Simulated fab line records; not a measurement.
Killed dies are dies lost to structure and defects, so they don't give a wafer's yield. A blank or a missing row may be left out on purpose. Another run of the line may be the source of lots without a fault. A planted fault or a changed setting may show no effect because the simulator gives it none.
The tool behind it: which one?    flow gf180mcu    11 lots with 33 wafers sampled at 5 steps, on a route of 602 steps

WHAT EACH GAUGE READ, for each wafer
GF_HV_LDD_OVL_MEAS_32. Usual: HV_LDD_02_OVL 1.2 nm, standard deviation 1.4.
lot   measured      on          HV_LDD_02_OVL (nm)  flag
L719  day 11 15:52  overlay-02  -1.0 0.6 0.4        
L720  day 11 19:23  overlay-02  0.7 0.9 2.3         
L721  day 12 08:30  overlay-02  0.6 2.3 1.6         
L724  day 13 01:56  overlay-02  0.9 -0.1 1.2        
L727  day 14 07:55  overlay-02  1.5 0.9 1.8         
L729  day 14 19:53  overlay-01  4.1 4.1 4.0         
L731  day 15 10:23  overlay-02  1.0 1.3 2.0         
L732  day 15 17:09  overlay-01  0.4 0.5 -0.3        
L735  day 16 15:51  overlay-02  1.7 3.7 -1.5        
L739  day 17 22:53  overlay-01  -0.9 0.1 0.9        
L742  day 19 03:00  overlay-01  0.8 -0.1 -0.2       

GF_V3_THK_MEAS_01. Usual: V3_CVD_00_THK 599 nm, standard deviation 8.7.
lot   measured      on            V3_CVD_00_THK (nm)       flag
L719  day 21 11:37  filmMetro-03  589 599 600              
L720  day 21 16:59  filmMetro-04  601 591 604              
L721  day 22 11:01  filmMetro-01  606 595 602              
L724  day 23 05:29  filmMetro-01  588 598 604              
L727  day 24 12:59  filmMetro-04  597 603 610              
L729  day 25 03:37  filmMetro-01  608 603 608              
L731  day 25 16:44  filmMetro-01  594 591 596 594 591 595  
L732  day 25 22:22  filmMetro-03  589 599 592              
L735  day 26 22:40  filmMetro-04  582 591 582              
L739  day 28 00:02  filmMetro-04  597 596 596              
L742  day 28 23:01  filmMetro-04  600 614 613              

WHICH TOOL RAN EACH LOT (tool, then ch and the chambers of the sampled wafers, then the start)
lot   GF_STI_ETCH_13                    GF_VT_IMPLANT_RTA_45             GF_DUAL_GATE_OXIDATION_15
L719  rieDiel-02 ch 0,1,3, day 2 04:06  rtpAnneal-01 ch 0, day 7 15:25   furnace-02 ch 0, day 8 12:22
L720  rieDiel-01 ch 0,1,2, day 2 06:40  rtpAnneal-01 ch 0, day 7 17:41   furnace-02 ch 0, day 8 15:19
L721  rieDiel-02 ch 1,2,3, day 2 13:37  rtpAnneal-02 ch 0, day 8 04:43   furnace-02 ch 0, day 8 23:26
L724  rieDiel-02 ch 0,1,3, day 3 03:14  rtpAnneal-01 ch 0, day 8 19:04   furnace-01 ch 0, day 9 16:40
L727  rieDiel-01 ch 0,3, day 3 18:49    rtpAnneal-01 ch 0, day 9 16:32   furnace-02 ch 0, day 10 16:58
L729  rieDiel-01 ch 0,1,2, day 4 04:55  rtpAnneal-02 ch 0, day 10 06:19  furnace-02 ch 0, day 11 08:13
L731  rieDiel-04 ch 1,2, day 4 15:09    rtpAnneal-02 ch 0, day 10 19:47  furnace-02 ch 0, day 11 17:44
L732  rieDiel-01 ch 2,3, day 4 19:08    rtpAnneal-01 ch 0, day 11 02:23  furnace-01 ch 0, day 12 00:05
L735  rieDiel-04 ch 0,1,2, day 5 12:00  rtpAnneal-01 ch 0, day 12 00:30  furnace-01 ch 0, day 12 22:41
L739  rieDiel-02 ch 2,3, day 6 08:22    rtpAnneal-02 ch 0, day 13 03:06  furnace-01 ch 0, day 14 02:29
L742  rieDiel-01 ch 0,2,3, day 7 00:39  rtpAnneal-01 ch 0, day 14 02:26  furnace-02 ch 0, day 15 02:43
- GF_STI_ETCH_13: etches the open film in CHF3/O2, stops on Si, target depth 282.31 nm, time 112.9 s.
- GF_VT_IMPLANT_RTA_45: time 30 s.
- GF_DUAL_GATE_OXIDATION_15: stabilise 600 s, purge 300 s, target thk 7.098 nm.

AS READ BY THE TOOLS THEMSELVES (means over the sampled wafers that have a number; for cases with no such wafer, the mark the record gives instead)
GF_STI_ETCH_13. Usual: chamberPressureMTorr 40.00 mTorr, standard deviation 0.038; drypumpMotorCurrentA 6.0 A, standard deviation 0.38; oesProductAu 0.833 a.u., standard deviation 0.0053; throttleValvePct 8.811 %, standard deviation 0.0091.
lot   tool        chamberPressureMTorr (mTorr)  drypumpMotorCurrentA (A)  oesProductAu (a.u.)  throttleValvePct (%)  flag
L719  rieDiel-02  39.98                         5.9                       0.834                8.806                 
L720  rieDiel-01  40.00                         6.1                       0.833                8.812                 
L721  rieDiel-02  40.01                         5.9                       0.836                8.809                 
L724  rieDiel-02  39.99                         5.9                       0.828                8.810                 
L727  rieDiel-01  39.98                         5.8                       0.828                8.816                 
L729  rieDiel-01  40.02                         6.2                       0.834                8.805                 
L731  rieDiel-04  39.99                         6.0                       0.828                8.815                 
L732  rieDiel-01  39.99                         6.2                       0.828                8.808                 
L735  rieDiel-04  40.01                         5.8                       0.831                8.811                 
L739  rieDiel-02  40.04                         5.6                       0.829                8.815                 
L742  rieDiel-01  39.97                         6.0                       0.838                8.803                 

GF_VT_IMPLANT_RTA_45. Usual: lampPowerPct 42 %, standard deviation 4.5; wafer_temp_C_max 1055.7, standard deviation 2.7.
lot   tool          lampPowerPct (%)  wafer_temp_C_max  flag
L719  rtpAnneal-01  45                1058.3            
L720  rtpAnneal-01  45                1057.7            
L721  rtpAnneal-02  36                1052.8            
L724  rtpAnneal-01  45                1057.3            
L727  rtpAnneal-01  45                1058.0            
L729  rtpAnneal-02  36                1053.1            
L731  rtpAnneal-02  36                1052.9            
L732  rtpAnneal-01  45                1057.5            
L735  rtpAnneal-01  45                1058.9            
L739  rtpAnneal-02  36                1053.5            
L742  rtpAnneal-01  45                1057.5            

GF_DUAL_GATE_OXIDATION_15. Usual: spikeTcCentreC 851.3 C, standard deviation 1.1; spikeTcLowerC 850.8 C, standard deviation 1.2; spikeTcTopC 863.5 C, standard deviation 0.97; spikeTcUpperC 850.0 C, standard deviation 1.1; tubeCenterTempC 850 C, standard deviation 0.069; tube_center_temp_C_max 852.2, standard deviation 0.35.
lot   tool        spikeTcCentreC (C)  spikeTcLowerC (C)  spikeTcTopC (C)  spikeTcUpperC (C)  tubeCenterTempC (C)  tube_center_temp_C_max  flag
L719  furnace-02  851.4               851.1              863.6            849.1              850                  852.4                   
L720  furnace-02  851.7               850.8              863.7            850.5              850                  852.2                   
L721  furnace-02  851.8               850.6              863.3            850.8              850                  852.1                   
L724  furnace-01  850.7               850.3              863.4            850.5              850                  852.2                   
L727  furnace-02  851.3               850.9              863.1            849.9              850                  852.1                   
L729  furnace-02  856.3               856.1              867.3            852.8              854                  855.8                   OFF
L731  furnace-02  855.3               855.2              867.6            854.1              854                  856.0                   OFF
L732  furnace-01  850.7               849.5              862.4            850.3              850                  852.2                   
L735  furnace-01  850.4               849.2              863.5            850.8              850                  852.1                   
L739  furnace-01  850.2               850.9              862.8            850.2              850                  851.9                   
L742  furnace-02  851.9               852.6              863.5            850.5              850                  852.2                   

THE ANSWER, worked out from the rows above alone
Rule: take the mean of a lot's wafers that have a number; if it is more than 3 standard deviations from the usual mean, the lot is off. A lot without any number at a reading at which 4 lots or more have one is off too. Any other lot the step has rows for is counted as sound. Order of review: gauges by route order, followed by the tools' own readings, for which a lot's mean as printed above is used. At the first step where some lot is off, the reading lying furthest off is the one used; lots without a number count as furthest.
Off: L729, L731 (GF_DUAL_GATE_OXIDATION_15, tubeCenterTempC).
If a tool, at that step or one of the process steps before it, ran each lot that is off and ran no sound lot following the first of them, it fits. Not one of the candidates tried fits.

WHAT WAS PUT IN BY THE SIMULATOR
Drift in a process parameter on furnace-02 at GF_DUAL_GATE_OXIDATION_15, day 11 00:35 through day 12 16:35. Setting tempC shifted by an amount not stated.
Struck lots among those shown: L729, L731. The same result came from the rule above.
